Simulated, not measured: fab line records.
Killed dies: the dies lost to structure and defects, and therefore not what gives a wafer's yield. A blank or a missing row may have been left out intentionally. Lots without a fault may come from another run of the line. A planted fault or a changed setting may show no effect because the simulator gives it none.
fab line records	flow sky130
record: lots: 6	wafers: 18	last-day: 50
route steps=708 shown VIA2@516 METAL3@532 PAD_OPEN@708
lots with no fault: from the same line, run without faults
start-h: hours from the record's first day to the start of the lot's first wafer shown	wait-h: how many hours have passed since the lot's step before this one	" as in the row above	L1.1+2: a row that stands for several wafers	- either no value or no given start	* or withheld: withheld	< > ~ a bound
route shown NAME@n: NAME is a module with steps in the file, n the number in the route of the first one	usual: mean/standard deviation of fault-free wafers	same: alike in all rows	chamber/n: place in a boat	sites: the reading at each site	_std_site: the standard deviation of these	_edge_site: mean of outer sites minus mean of inner sites	radius-mm: for every site, how far away it sits from the centre of the wafer	mask NAME#n: copy n	behind: tool/chamber where the wafer was last shaped	hold: why the lot was held/for how many hours/how that ended	device: the n, p or np transistor that did not switch	end of line: tests run on the same wafers once the route is complete	a step without rows: its recipe alone	killed: count of dies lost to structure and defects at first sort (not the wafer's yield)	map: dies across one wafer; x = killed, . = not, _ = none there
set.NAME: the setting as run; set.NAME@STEP: as run at that earlier step	model.NAME: the simulator's own value behind a step, which no gauge read
lots seen at some steps along the route; tables by step, rows by wafer
services: a tool's chamber out of use, with start hour (start-h, from the record's first day; less than 0 if before it), hours out, and reason
== steps ==
step: SKY_VIA2_EXPOSE_09
recipe: mask-id: VIM2	na: 0.8	source-shape: annular	sigma-inner: 0.55	sigma-outer: 0.85	target-cd-nm: 200	dose-mj: 38
step: SKY_VIA2_PEB_10
recipe: peb-temp-c: withheld	peb-time-s: withheld	resist: KrF-thick
step: SKY_VIA2_DEVELOP_11
recipe: develop-time-s: 60	resist: KrF-thick	dev-temp-c: 21
step: SKY_VIA2_CD_MEAS_12
recipe: target-cd-nm: 200
usual: cd-nm: 200.1/1.4
lot.wafer	tool	chamber	start-h	wait-h	cd-nm
L706.1	cd-sem-02	-	899.10	-	200.0
L706.2	"	-	"	"	199.7
L706.5	"	-	"	"	200.6
L707.1	cd-sem-02	-	913.94	-	197.7
L707.2	"	-	"	"	198.8
L707.3	"	-	"	"	198.5
L708.1	cd-sem-02	-	921.73	-	200.8
L708.4	"	-	"	"	200.3
L708.5	"	-	"	"	200.6
L709.2	cd-sem-02	-	933.65	-	200.1
L709.4	"	-	"	"	199.8
L709.5	"	-	"	"	200.3
L710.1	cd-sem-01	-	960.55	-	202.1
L710.2	"	-	"	"	201.1
L710.6	"	-	"	"	200.0
L719.3	cd-sem-02	-	998.78	-	198.9
L719.4	"	-	"	"	198.4
L719.6	"	-	"	"	198.3
step: SKY_VIA2_OVL_MEAS_13
usual: VIA2_OVL: -2/5.4
lot.wafer	tool	chamber	start-h	wait-h	VIA2_OVL[nm]
L706.1	overlay-01	-	899.22	0.1	2
L706.2	"	-	"	"	3
L706.5	"	-	"	"	3
L707.1	overlay-02	-	914.06	0.1	-9
L707.2	"	-	"	"	-2
L707.3	"	-	"	"	-5
L708.1	overlay-01	-	921.85	0.1	-9
L708.4	"	-	"	"	-7
L708.5	"	-	"	"	-6
L709.2	overlay-02	-	933.75	0.1	0
L709.4	"	-	"	"	-7
L709.5	"	-	"	"	2
L710.1	overlay-02	-	960.67	0.1	-3
L710.2	"	-	"	"	0
L710.6	"	-	"	"	-11
L719.3	overlay-02	-	998.87	0.1	-1
L719.4	"	-	"	"	-2
L719.6	"	-	"	"	-1
step: SKY_VIA2_ETCH_14
recipe: chemistry: N2/H2	target: BARC	ion-energy-ev: 200	source-w: 500	bias-w: 100	pressure-mtorr: 30	n2-flow-sccm: 100	h2-flow-sccm: 200	stop-on: SiO2	time-s: 45.9	target-depth-a: 600
usual: chamber-pressure-mTorr: 30.001/0.027	drypump-motor-current-A: 5.6/0.57	oes-product-au: 0.854/0.0042	throttle-valve-pct: 13.224/0.0089
lot.wafer	tool	chamber	start-h	wait-h	chamber-pressure-mTorr	drypump-motor-current-A	oes-product-au	rf-hours-counter-h	throttle-valve-pct
L706.1	rie-diel-03	1	899.25	0.0	29.999	6.0	0.858	15	13.229
L706.2	"	0	"	"	29.995	4.6	0.861	14	13.217
L706.5	"	0	"	"	30.002	4.7	0.855	-	13.215
L707.1	rie-diel-02	3	914.10	0.0	30.000	6.2	0.861	16	13.221
L707.2	"	1	"	"	30.011	5.5	0.848	10	13.212
L707.3	"	2	"	"	29.989	4.7	0.858	6	13.226
L708.1	rie-diel-02	2	921.88	0.0	29.985	4.7	0.858	7	13.222
L708.4	"	1	"	"	29.948	5.5	0.849	10	13.235
L708.5	"	0	"	"	30.010	5.6	0.857	-	13.228
L709.2	rie-diel-02	0	933.78	0.0	30.052	5.6	0.855	18	13.220
L709.4	"	1	"	"	30.012	5.5	0.856	10	13.220
L709.5	"	3	"	"	29.989	6.2	0.848	-	13.237
L710.1	rie-diel-03	3	960.70	0.0	29.980	5.5	0.856	21	13.220
L710.2	"	0	"	"	29.977	4.7	0.859	15	13.224
L710.6	"	0	"	"	30.017	4.7	0.857	-	13.217
L719.3	rie-diel-03	0	998.90	0.0	29.961	4.7	0.849	17	13.213
L719.4	"	1	"	"	30.027	6.0	0.862	19	13.237
L719.6	"	1	"	"	29.978	6.0	0.859	-	13.209
step: SKY_VIA2_ETCH_15
recipe: target: SiO2	chemistry: C4F8/O2/Ar	target-depth-nm: 546	stop-on: TiN	mask-material: KrF-thick	source-w: 1500	bias-w: 1200	pressure-mtorr: 40	c4f8-flow-sccm: withheld	O2_flow_sccm: 6	Ar_flow_sccm: 300	time-s: 84
usual: chamber-pressure-mTorr: 40.00/0.034	oes-product-au: 0.941/0.0049
lot.wafer	tool	chamber	start-h	wait-h	chamber-pressure-mTorr	oes-product-au	rf-hours-counter-h
L706.1	rie-diel-03	1	899.30	0.0	40.00	0.939	15
L706.2	"	0	"	"	40.04	0.935	14
L706.5	"	0	"	"	40.02	0.944	-
L707.1	rie-diel-02	3	914.14	0.0	39.99	0.936	16
L707.2	"	1	"	"	40.04	0.945	10
L707.3	"	2	"	"	40.00	0.938	6
L708.1	rie-diel-02	2	921.93	0.0	40.05	0.937	7
L708.4	"	1	"	"	40.05	0.935	10
L708.5	"	0	"	"	40.01	0.944	-
L709.2	rie-diel-02	0	933.83	0.0	40.03	0.942	18
L709.4	"	1	"	"	40.00	0.947	10
L709.5	"	3	"	"	39.99	0.932	-
L710.1	rie-diel-03	3	960.75	0.0	40.05	0.934	21
L710.2	"	0	"	"	39.96	0.934	16
L710.6	"	0	"	"	39.96	0.949	-
L719.3	rie-diel-03	0	998.94	0.0	39.96	0.941	17
L719.4	"	1	"	"	39.99	0.947	19
L719.6	"	1	"	"	39.97	0.936	-
step: SKY_VIA2_STRIP_16
recipe: chemistry: O2/N2	power-w: 1400	pressure-mtorr: 1500	platen-temp-c: withheld	o2-flow-sccm: 3000	n2-flow-sccm: 300	overash-fraction: 0.5
usual: chamber-pressure-mTorr: 1500.1/1.4	drypump-motor-current-A: 5.6/0.42	oes-product-au: 0.398/0.0044	strip-time-to-endpoint-s: 4.03/0.034
lot.wafer	tool	chamber	start-h	wait-h	chamber-pressure-mTorr	drypump-motor-current-A	oes-product-au	rf-hours-counter-h	strip-time-to-endpoint-s
L706.1	plasma-asher-02	1	899.36	0.0	1505.0	5.5	0.403	16	4.03
L706.2	"	0	"	"	1498.8	5.8	0.395	16	4.06
L706.5	"	1	"	"	1499.7	5.5	0.391	-	4.04
L707.1	plasma-asher-01	1	914.20	0.0	1498.8	6.0	0.399	48	4.03
L707.2	"	0	"	"	1497.6	5.9	0.395	48	4.06
L707.3	"	0	"	"	1499.1	5.9	0.391	-	4.03
L708.1	plasma-asher-01	1	921.99	0.0	1502.6	5.9	0.398	49	4.09
L708.4	"	0	"	"	1499.2	5.9	0.398	-	4.13
L708.5	"	1	"	"	1500.7	5.9	0.403	-	4.09
L709.2	plasma-asher-03	1	933.89	0.0	1502.4	5.3	0.400	109	4.04
L709.4	"	0	"	"	1500.6	4.9	0.399	-	4.11
L709.5	"	0	"	"	1500.9	4.9	0.399	-	4.06
L710.1	plasma-asher-03	0	960.81	0.0	1499.1	4.9	0.392	113	4.02
L710.2	"	1	"	"	1500.9	5.2	0.398	113	4.01
L710.6	"	1	"	"	1499.2	5.2	0.395	-	4.04
L719.3	plasma-asher-03	0	999.04	0.1	1499.2	4.9	0.393	-	4.03
L719.4	"	1	"	"	1503.1	5.3	0.404	-	4.02
L719.6	"	1	"	"	1500.0	5.2	0.399	-	4.03
step: SKY_VIA2_STRIP_17
recipe: chemistry: post-etch-residue-remover	time-s: 1200	temp-c: 72.5
step: SKY_VIA2_CLEAN_18
recipe: chemistry: IPA	time-s: 180	temp-c: 25
step: SKY_VIA2_CLEAN_19
recipe: chemistry: O3/DIW	dry: n2-spin
step: SKY_VIA2_SPUTTER_20
recipe: material: TiN	target-thk-nm: 20	chamber-pressure-pa: 5	power-w: 4000	time-s: 80
usual: throttle-valve-pct: 29.9/1.2
lot.wafer	tool	chamber	start-h	wait-h	throttle-valve-pct
L706.1	pvd-sputter-04	-	899.96	0.0	29.7
L706.2	"	-	"	"	31.2
L706.5	"	-	"	"	29.1
L707.1	pvd-sputter-02	-	914.84	0.0	29.1
L707.2	"	-	"	"	30.8
L707.3	"	-	"	"	29.8
L708.1	pvd-sputter-04	-	922.58	0.0	29.9
L708.4	"	-	"	"	31.2
L708.5	"	-	"	"	29.4
L709.2	pvd-sputter-03	-	934.48	0.0	27.9
L709.4	"	-	"	"	30.2
L709.5	"	-	"	"	27.8
L710.1	pvd-sputter-03	-	961.43	0.0	28.0
L710.2	"	-	"	"	28.2
L710.6	"	-	"	"	28.2
L719.3	pvd-sputter-03	-	999.61	0.0	30.4
L719.4	"	-	"	"	32.4
L719.6	"	-	"	"	27.9
step: SKY_VIA2_CVD_21
recipe: material: W	target-thk-nm: 420	time-s: 126.4	temp-c: 400	pressure-torr: 40
usual: chamber-pressure-Torr: 40.00/0.088	heater-power-w: 887/91
lot.wafer	tool	chamber	start-h	wait-h	chamber-pressure-Torr	heater-power-w	model.W_of_VIA2_CVD_21.thk-nm
L706.1	cvd-w-02	0	900.02	0.0	39.98	882	425.4
L706.2	"	1	"	"	40.03	746	418.2
L706.5	"	1	"	"	40.06	736	420.6
L707.1	cvd-w-02	1	914.90	0.0	39.99	739	416.7
L707.2	"	0	"	"	40.04	888	415.9
L707.3	"	1	"	"	40.11	737	414.7
L708.1	cvd-w-02	1	922.64	0.0	51.96	762	465.7
L708.4	"	1	"	"	51.93	761	475.1
L708.5	"	1	"	"	51.81	738	476.4
L709.2	cvd-w-02	1	934.54	0.0	51.84	752	478.4
L709.4	"	1	"	"	51.79	748	479.8
L709.5	"	0	"	"	51.76	896	480.1
L710.1	cvd-w-01	1	961.49	0.0	39.92	926	422.1
L710.2	"	0	"	"	39.94	971	418.4
L710.6	"	0	"	"	39.98	982	420.3
L719.3	cvd-w-01	0	999.72	0.1	40.01	1005	418.5
L719.4	"	1	"	"	39.89	954	413
L719.6	"	0	"	"	40.07	1008	420.5
step: SKY_VIA2_RS_MEAS_22
recipe: thk-meas-gauge: four-point-probe	reads: W_of_VIA2_CVD_21+TiN_of_VIA2_SPUTTER_20
usual: VIA2_W_RS: 0.2734/0.0024
lot.wafer	tool	chamber	start-h	wait-h	VIA2_W_RS[ohm/sq]
L706.1	film-metro-03	-	900.15	0.1	0.2688
L706.2	"	-	"	"	0.2741
L706.5	"	-	"	"	0.2716
L707.1	film-metro-03	-	915.03	0.1	0.2755
L707.2	"	-	"	"	0.2747
L707.3	"	-	"	"	0.2756
L708.1	film-metro-03	-	922.90	0.2	0.2458
L708.4	"	-	"	"	0.2409
L708.5	"	-	"	"	0.2400
L709.2	film-metro-01	-	934.69	0.1	0.2394
L709.4	"	-	"	"	0.2389
L709.5	"	-	"	"	0.2387
L710.1	film-metro-01	-	961.62	0.1	0.2710
L710.2	"	-	"	"	0.2743
L710.6	"	-	"	"	0.2726
L719.3	film-metro-03	-	999.84	0.1	0.2731
L719.4	"	-	"	"	0.2775
L719.6	"	-	"	"	0.2721
step: SKY_VIA2_THK_MEAS_23
recipe: thk-meas-gauge: xrf	reads: W_of_VIA2_CVD_21
usual: VIA2_W_THK: 425/6.1
lot.wafer	tool	chamber	start-h	wait-h	VIA2_W_THK[nm]
L706.1	film-metro-03	-	900.27	0.1	424
L706.2	"	-	"	"	419
L706.5	"	-	"	"	422
L707.1	film-metro-03	-	915.15	0.1	417
L707.2	"	-	"	"	419
L707.3	"	-	"	"	418
L708.1	film-metro-03	-	923.02	0.1	473
L708.4	"	-	"	"	478
L708.5	"	-	"	"	483
L709.2	film-metro-01	-	934.80	0.1	481
L709.4	"	-	"	"	483
L709.5	"	-	"	"	490
L710.1	film-metro-01	-	961.74	0.1	428
L710.2	"	-	"	"	422
L710.6	"	-	"	"	421
L719.3	film-metro-03	-	999.94	0.1	420
L719.4	"	-	"	"	417
L719.6	"	-	"	"	423
step: SKY_VIA2_CMP_24
recipe: stop-on: SiO2	t-overpolish-s: 20	down-force-psi: 3.5	platen-rpm: 60	target-thk-nm: 0	pad-velocity-m-s: 0.94248
usual: edge-zone-pressure-frac: 1.000/0.0049	motor-current-A: 11.8/1.1	retaining-ring-pressure-frac: 0.999/0.005	time-to-endpoint-s: 102/3.6
lot.wafer	tool	chamber	start-h	wait-h	edge-zone-pressure-frac	motor-current-A	retaining-ring-pressure-frac	time-to-endpoint-s
L706.1	cmp-02	2	900.33	0.1	0.999	10.9	1.005	100
L706.2	"	0	"	"	1.005	14.3	1.001	103
L706.5	"	2	"	"	1.003	11.4	1.003	100
L707.2	cmp-01	1	915.21	0.0	0.994	11.9	1.006	102
L707.1	"	3	"	"	1.003	11.1	1.012	100
L707.3	"	0	"	"	1.004	10.0	0.993	103
L708.1	cmp-01	3	923.08	0.1	1.000	10.4	1.000	110
L708.4	"	2	"	"	0.999	12.2	0.998	109
L708.5	"	3	"	"	1.003	10.7	0.995	117
L709.2	cmp-02	1	934.95	0.1	0.998	11.0	1.000	120
L709.4	"	2	"	"	0.994	11.3	1.000	121
L709.5	"	0	"	"	1.002	12.8	1.012	124
L710.1	cmp-02	0	961.85	0.1	1.008	13.2	0.999	107
L710.2	"	2	"	"	1.000	11.5	1.000	99
L710.6	"	3	"	"	0.999	13.3	1.003	100
L719.4	cmp-02	0	999.98	0.0	0.997	13.3	0.994	92
L719.3	"	3	"	"	1.000	12.7	1.003	95
L719.6	"	1	"	"	1.009	11.2	0.996	96
step: SKY_METAL3_SPUTTER_00
recipe: material: Ti	target-thk-nm: 15	power-w: 3000	time-s: 10	chamber-pressure-pa: 0.4
usual: throttle-valve-pct: 29.9/1.4
lot.wafer	tool	chamber	start-h	wait-h	throttle-valve-pct
L706.1	pvd-sputter-02	-	900.63	0.2	30.9
L706.2	"	-	"	"	29.0
L706.5	"	-	"	"	29.1
L707.1	pvd-sputter-02	-	915.51	0.1	29.1
L707.2	"	-	"	"	30.9
L707.3	"	-	"	"	29.5
L708.1	pvd-sputter-03	-	923.38	0.2	32.6
L708.4	"	-	"	"	27.9
L708.5	"	-	"	"	32.6
L709.2	pvd-sputter-01	-	935.15	0.1	31.8
L709.4	"	-	"	"	29.5
L709.5	"	-	"	"	30.1
L710.1	pvd-sputter-01	-	962.10	0.2	28.5
L710.2	"	-	"	"	32.1
L710.6	"	-	"	"	31.7
L719.3	pvd-sputter-03	-	1000.28	0.1	32.4
L719.4	"	-	"	"	30.1
L719.6	"	-	"	"	32.4
step: SKY_PAD_OPEN_PROBE_99
usual: defect-limited-yield: 82.8/1.9	killed_at_M0_to_M3: 43/7.3	killed_at_M4_up: 3.6/1.9	killed-at-contacts: 23/5.3	killed-at-front-end: 15/4.5	killed-at-other: 0.3/0.72	killed-dies: 85/9.4	killed-open: 46/6.7	killed-short: 38/6.8	sort_bin_3_pad_short: 0.8/0.36	sort_bin_5_function: 10.1/1.3	sort_bin_6_memory: 6.3/1.2	sort-n-pass: 407/9.4	sort-yield-pct: 82.8/1.9
same: gross-dies: 492	killed-at-back-side: 0	sort_bin_4_leakage[%]: 0	sort_bin_8_speed[%]: 0
lot.wafer	tool	chamber	start-h	wait-h	defect-limited-yield[%]	killed_at_M0_to_M3	killed_at_M4_up	killed-at-contacts	killed-at-front-end	killed-at-other	killed-dies	killed-open	killed-short	sort_bin_3_pad_short[%]	sort_bin_5_function[%]	sort_bin_6_memory[%]	sort-n-pass	sort-yield-pct[%]
L706.1	prober-01	-	1116.67	0.1	83.5	49	1	18	13	0	81	51	30	1.0	10.0	5.5	411	83.5
L706.2	prober-01	-	1116.72	0.1	82.7	48	2	22	13	0	85	42	43	0.8	8.7	7.7	407	82.7
L706.5	prober-01	-	1116.87	0.2	82.1	47	1	28	11	1	88	42	46	1.0	10.2	6.7	404	82.1
L707.1	prober-01	-	1129.03	0.1	79.7	58	2	21	19	0	100	56	43	0.4	12.8	7.1	392	79.7
L707.2	prober-01	-	1129.08	0.1	83.7	32	2	29	17	0	80	40	39	1.4	9.6	5.3	412	83.7
L707.3	prober-01	-	1129.13	0.2	82.9	31	4	27	22	0	84	44	40	1.2	9.6	6.3	408	82.9
L708.1	prober-02	-	1134.22	0.1	88.2	29	6	13	10	0	58	33	25	0.4	8.1	3.3	434	88.2
L708.4	prober-02	-	1134.37	0.2	83.1	43	7	23	10	0	83	46	37	1.4	9.8	5.7	409	83.1
L708.5	prober-02	-	1134.42	0.2	85.2	30	1	31	10	1	73	46	27	1.4	7.3	6.1	419	85.2
L709.2	prober-01	-	1141.82	0.1	80.9	47	2	19	26	0	94	45	49	0.8	11.4	6.9	398	80.9
L709.4	prober-01	-	1141.92	0.2	81.5	52	3	19	17	0	91	49	42	0.2	12.4	5.9	401	81.5
L709.5	prober-01	-	1141.97	0.2	82.3	47	4	15	21	0	87	46	41	1.0	11.0	5.7	405	82.3
L710.1	prober-02	-	1163.91	0.1	81.5	47	2	33	9	0	91	50	41	0.6	11.0	6.9	401	81.5
L710.2	prober-02	-	1163.96	0.1	84.1	35	4	29	10	0	78	51	26	0.4	9.3	6.1	414	84.1
L710.6	prober-02	-	1164.16	0.2	85.0	34	7	23	10	0	74	40	33	0.4	8.5	6.1	418	85.0
L719.3	prober-01	-	1192.11	0.2	79.1	48	7	29	18	1	103	54	49	1.4	11.4	8.1	389	79.1
L719.4	prober-01	-	1192.16	0.2	81.9	49	1	22	17	0	89	51	38	1.2	10.6	6.3	403	81.9
L719.6	prober-01	-	1192.26	0.2	82.7	48	2	17	18	0	85	39	46	0.4	11.4	5.5	407	82.7
killed by level:class
L706.1 VIA3:geometric-particle:open=10 VIA1:geometric-particle:open=10 CONTACT:geometric-particle:open=9 METAL1:geometric-particle:short=8 VIA2:geometric-particle:open=7 LI_CONTACT:geometric-particle:open=5 VIA3:geometric-particle:short=4 POLY_GATE:geometric-particle:open=4
L706.2 VIA1:geometric-particle:open=9 LI_CONTACT:geometric-particle:open=7 VIA3:geometric-particle:open=7 METAL2:geometric-particle:short=7 VIA2:geometric-particle:open=7 CONTACT:geometric-particle:open=6 METAL1:geometric-particle:short=6 VIA3:geometric-particle:short=5
L706.5 CONTACT:geometric-particle:open=14 VIA1:geometric-particle:short=11 CONTACT:geometric-particle:short=8 METAL1:geometric-particle:short=8 VIA1:geometric-particle:open=7 VIA3:geometric-particle:open=6 LI_CONTACT:geometric-particle:open=5 METAL2:geometric-particle:short=5
L707.1 VIA1:geometric-particle:open=12 VIA2:geometric-particle:open=9 VIA1:geometric-particle:short=8 VIA2:geometric-particle:short=8 POLY_GATE:geometric-particle:open=7 CONTACT:geometric-particle:open=7 METAL1:geometric-particle:short=7 LI_CONTACT:geometric-particle:open=6
L707.2 CONTACT:geometric-particle:open=8 VIA1:geometric-particle:open=8 LOCAL_INTERCONNECT:geometric-particle:short=7 POLY_GATE:geometric-particle:short=6 CONTACT:geometric-particle:short=6 LI_CONTACT:geometric-particle:open=5 VIA1:geometric-particle:short=5 FIELD_ISO:geometric-particle:open=4
L707.3 CONTACT:geometric-particle:open=12 POLY_GATE:geometric-particle:short=8 LOCAL_INTERCONNECT:geometric-particle:short=8 METAL1:geometric-particle:short=7 POLY_GATE:geometric-particle:open=6 VIA1:geometric-particle:open=6 VIA2:geometric-particle:open=5 FIELD_ISO:geometric-particle:open=4
L708.1 METAL2:geometric-particle:short=8 VIA1:geometric-particle:open=7 LI_CONTACT:geometric-particle:open=6 VIA3:geometric-particle:open=6 POLY_GATE:geometric-particle:open=4 METAL4:geometric-particle:short=4 FIELD_ISO:geometric-particle:short=3 VIA3:geometric-particle:short=3
L708.4 VIA1:geometric-particle:open=14 CONTACT:geometric-particle:open=11 METAL2:geometric-particle:short=6 METAL4:geometric-particle:short=6 CONTACT:geometric-particle:short=5 VIA3:geometric-particle:open=4 POLY_GATE:geometric-particle:open=4 LI_CONTACT:geometric-particle:open=4
L708.5 LI_CONTACT:geometric-particle:open=11 CONTACT:geometric-particle:open=10 VIA1:geometric-particle:open=8 LI_CONTACT:geometric-particle:short=5 METAL2:geometric-particle:short=5 METAL1:geometric-particle:short=4 VIA2:geometric-particle:open=4 VIA3:geometric-particle:open=4
L709.2 VIA1:geometric-particle:short=9 VIA2:geometric-particle:open=9 VIA3:geometric-particle:open=8 FIELD_ISO:geometric-particle:short=7 FIELD_ISO:geometric-particle:open=7 CONTACT:geometric-particle:open=6 POLY_GATE:geometric-particle:short=5 LOCAL_INTERCONNECT:geometric-particle:short=5
L709.4 VIA1:geometric-particle:open=10 METAL1:geometric-particle:short=8 CONTACT:geometric-particle:open=7 VIA2:geometric-particle:open=7 VIA3:geometric-particle:open=6 FIELD_ISO:geometric-particle:open=4 FIELD_ISO:geometric-particle:short=4 POLY_GATE:geometric-particle:open=4
L709.5 VIA1:geometric-particle:open=11 VIA3:geometric-particle:open=7 CONTACT:geometric-particle:open=6 METAL1:geometric-particle:short=6 FIELD_ISO:geometric-particle:open=5 VIA2:geometric-particle:short=5 FIELD_ISO:geometric-particle:short=4 SPACER:geometric-particle:open=4
L710.1 CONTACT:geometric-particle:open=12 VIA1:geometric-particle:open=11 METAL1:geometric-particle:short=10 VIA3:geometric-particle:open=9 LI_CONTACT:geometric-particle:open=7 VIA1:geometric-particle:short=6 LOCAL_INTERCONNECT:geometric-particle:short=5 CONTACT:geometric-particle:short=5
L710.2 CONTACT:geometric-particle:open=17 VIA1:geometric-particle:open=9 VIA3:geometric-particle:open=7 LI_CONTACT:geometric-particle:open=5 CONTACT:geometric-particle:short=5 VIA1:geometric-particle:short=3 VIA2:geometric-particle:open=3 METAL2:geometric-particle:short=3
L710.6 CONTACT:geometric-particle:open=11 VIA1:geometric-particle:open=9 LOCAL_INTERCONNECT:geometric-particle:short=7 VIA2:geometric-particle:open=5 VIA3:geometric-particle:open=5 METAL2:geometric-particle:short=4 VIA3:geometric-particle:short=4 METAL4:geometric-particle:short=4
L719.3 VIA1:geometric-particle:open=11 VIA2:geometric-particle:open=9 LI_CONTACT:geometric-particle:open=8 FIELD_ISO:geometric-particle:open=7 CONTACT:geometric-particle:open=7 METAL4:geometric-particle:short=7 LOCAL_INTERCONNECT:geometric-particle:short=6 METAL2:geometric-particle:short=6
L719.4 VIA1:geometric-particle:open=14 CONTACT:geometric-particle:open=13 FIELD_ISO:geometric-particle:short=7 VIA2:geometric-particle:open=7 FIELD_ISO:geometric-particle:open=6 METAL1:geometric-particle:short=5 METAL2:geometric-particle:short=5 VIA1:geometric-particle:short=5
L719.6 VIA1:geometric-particle:open=9 VIA1:geometric-particle:short=8 METAL1:geometric-particle:short=7 VIA3:geometric-particle:open=7 CONTACT:geometric-particle:short=6 FIELD_ISO:geometric-particle:short=5 POLY_GATE:geometric-particle:short=5 METAL3:geometric-particle:short=5
== services ==
tool	chamber	start-h	hours	kind
rie-diel-03	2	878.40	2.6	repair
cmp-02	-	878.64	1.5	repair
cvd-w-01	1	882.79	6.6	repair
pvd-sputter-01	-	890.55	2.6	repair
cmp-01	-	900.26	4.1	repair
cvd-w-01	-	904.00	14.0	pm
rie-diel-03	0	909.05	11.0	repair
pvd-sputter-03	-	910.96	2.9	repair
cmp-02	-	912.38	4.0	pm
cvd-w-01	0	916.48	13.2	repair
cvd-w-02	0	916.78	6.9	repair
pvd-sputter-03	1	923.54	-	consumable-replace:kit
pvd-sputter-03	1	923.54	18.0	scheduled-down
pvd-sputter-03	1	923.54	18.0	vent-cycle
cmp-02	-	927.96	0.9	repair
cvd-w-01	0	931.66	3.1	repair
rie-diel-03	2	933.68	50.7	repair
cvd-w-02	1	934.68	9.8	repair
pvd-sputter-02	-	934.79	2.4	repair
rie-diel-02	1	951.80	3.0	repair
plasma-asher-01	-	952.64	4.1	repair
plasma-asher-02	-	955.45	14.6	pm
cvd-w-01	-	986.05	1.0	repair
cmp-02	-	987.26	1.4	repair
== key ==
first-sign: step: SKY_VIA2_CVD_21	reading: chamber-pressure-Torr	direction: up	sigmas: 99+	usual: 40.00	struck: 51.85
effect: step: SKY_VIA2_RS_MEAS_22	reading: VIA2_W_RS	direction: down	sigmas: 14	usual: 0.2734	struck: 0.2406
effect: step: SKY_VIA2_THK_MEAS_23	reading: VIA2_W_THK	direction: up	sigmas: 9.3	usual: 425	struck: 481
effect: step: SKY_VIA2_CMP_24	reading: time-to-endpoint-s	direction: up	sigmas: 4.2	usual: *	struck: *
model-effect: step: SKY_VIA2_CVD_21	value: W_of_VIA2_CVD_21.thk-nm	without: 418.3	struck: 475.9
met-at SKY_VIA2_CVD_21
struck-wafers L708.1,L708.4,L708.5,L709.2,L709.4,L709.5
onset-between 914.90 922.64
fault: kind: process-parameter-drift	tool: cvd-w-02	chamber: -	onset-h: 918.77	steps: SKY_VIA2_CVD_21	channel: pressure-torr	offset: 11.826	shape: step	end-h: 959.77	acts-in: these-recipes-only	stated: 40
